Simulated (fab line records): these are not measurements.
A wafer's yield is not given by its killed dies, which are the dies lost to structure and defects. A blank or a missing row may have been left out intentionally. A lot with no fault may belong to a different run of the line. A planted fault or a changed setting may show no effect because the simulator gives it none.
Which of the tools did it? :: flow sky130 :: 13 lots with 39 wafers sampled at 2 steps, on a route of 708 steps

WHAT THE GAUGES SHOWED, per wafer
SKY_VT_ADJUST_NCORE_CD_MEAS_07: target cd 380 nm.
lot: L138
measured: day 8 15:14
on: cd_sem-02
cd_nm (nm): 377.9 380.6 377.8

lot: L139
measured: day 9 00:31
on: cd_sem-02
cd_nm (nm): 377.8 378.0 377.5

lot: L140
measured: day 9 03:12
on: cd_sem-02
cd_nm (nm): 372.3 374.4 372.4

lot: L141
measured: day 9 10:01
on: cd_sem-01
cd_nm (nm): 380.3 383.9 379.4

lot: L142
measured: day 10 22:47
on: cd_sem-02
cd_nm (nm): 378.2 376.6 378.2

lot: L145
measured: day 11 01:50
on: cd_sem-01
cd_nm (nm): 379.3 380.4 380.0

lot: L146
measured: day 11 12:25
on: cd_sem-01
cd_nm (nm): 376.5 377.9 377.1

lot: L150
measured: day 12 05:26
on: cd_sem-02
cd_nm (nm): 377.1 375.7 375.8

lot: L153
measured: day 14 07:58
on: cd_sem-02
cd_nm (nm): 373.9 374.1 375.2

lot: L156
measured: day 14 22:13
on: cd_sem-01
cd_nm (nm): 380.1 379.9 380.7

lot: L157
measured: day 15 06:12
on: cd_sem-02
cd_nm (nm): 382.3 381.3 377.7

lot: L158
measured: day 15 09:32
on: cd_sem-02
cd_nm (nm): 373.2 375.5 377.0

lot: L160
measured: day 15 14:28
on: cd_sem-02
cd_nm (nm): 378.7 379.5 378.9

SKY_SONOS_TUNNEL_OVL_MEAS_08.
lot: L138
measured: day 11 11:11
on: overlay-01
SONOS_TUNNEL_OVL (nm): 1.6 -1.0 1.0

lot: L139
measured: day 11 22:26
on: overlay-02
SONOS_TUNNEL_OVL (nm): -0.4 3.0 1.6

lot: L140
measured: day 12 00:53
on: overlay-01
SONOS_TUNNEL_OVL (nm): -0.9 1.2 -0.4

lot: L141
measured: day 12 08:20
on: overlay-02
SONOS_TUNNEL_OVL (nm): 1.5 0.5 -0.7

lot: L142
measured: day 14 01:29
on: overlay-02
SONOS_TUNNEL_OVL (nm): -0.5 -0.8 -0.9

lot: L145
measured: day 14 06:14
on: overlay-02
SONOS_TUNNEL_OVL (nm): -0.9 2.0 -0.9

lot: L146
measured: day 14 17:47
on: overlay-01
SONOS_TUNNEL_OVL (nm): -1.6 -0.5 -0.5

lot: L150
measured: day 15 11:54
on: overlay-01
SONOS_TUNNEL_OVL (nm): -1.2 -0.3 -1.6

lot: L153
measured: day 17 19:56
on: overlay-01
SONOS_TUNNEL_OVL (nm): 0.2 -1.1 -1.6

lot: L156
measured: day 18 11:18
on: overlay-02
SONOS_TUNNEL_OVL (nm): 1.1 0.0 -2.9

lot: L157
measured: day 18 20:32
on: overlay-01
SONOS_TUNNEL_OVL (nm): -1.3 0.6 -1.5

lot: L158
measured: day 19 00:53
on: overlay-02
SONOS_TUNNEL_OVL (nm): -0.6 -1.5 -0.1

lot: L160
measured: day 19 06:17
on: overlay-01
SONOS_TUNNEL_OVL (nm): -1.0 0.6 -2.6

WHAT TOOL EACH LOT RAN ON (gives the tool, then ch and the chambers of the sampled wafers, and finally the start)
No process step before these readings appears in the record.

AS READ BY THE TOOLS THEMSELVES (means over the sampled wafers that have a number; for cases with no such wafer, the mark the record gives instead)
The record holds no such reading with a usual standard deviation.

THE ANSWER, worked out from the rows above alone
Rule: the usual values come from the lots themselves. The widest of any qualifying gaps counts: lots, ordered by their means at a reading, are off when they make up no more than a third of the lots, leave a main group of 4 or more, and stand apart from it by 3 or more times the standard deviation of that group's means. The tables above print the reading to a certain number of digits; a main group whose means all agree to those digits is not used. A lot without any number at a reading at which 4 lots or more have one is off too. All remaining lots with rows at the step are treated as sound. First the gauges in route order, then the tools' own readings, where a lot's mean is used as printed above. At the first step where some lot is off, the reading lying furthest off is the one used; lots without a number count as furthest.
None of the lots is off at any reading shown; this tells nothing.

WHAT WAS PUT IN BY THE SIMULATOR
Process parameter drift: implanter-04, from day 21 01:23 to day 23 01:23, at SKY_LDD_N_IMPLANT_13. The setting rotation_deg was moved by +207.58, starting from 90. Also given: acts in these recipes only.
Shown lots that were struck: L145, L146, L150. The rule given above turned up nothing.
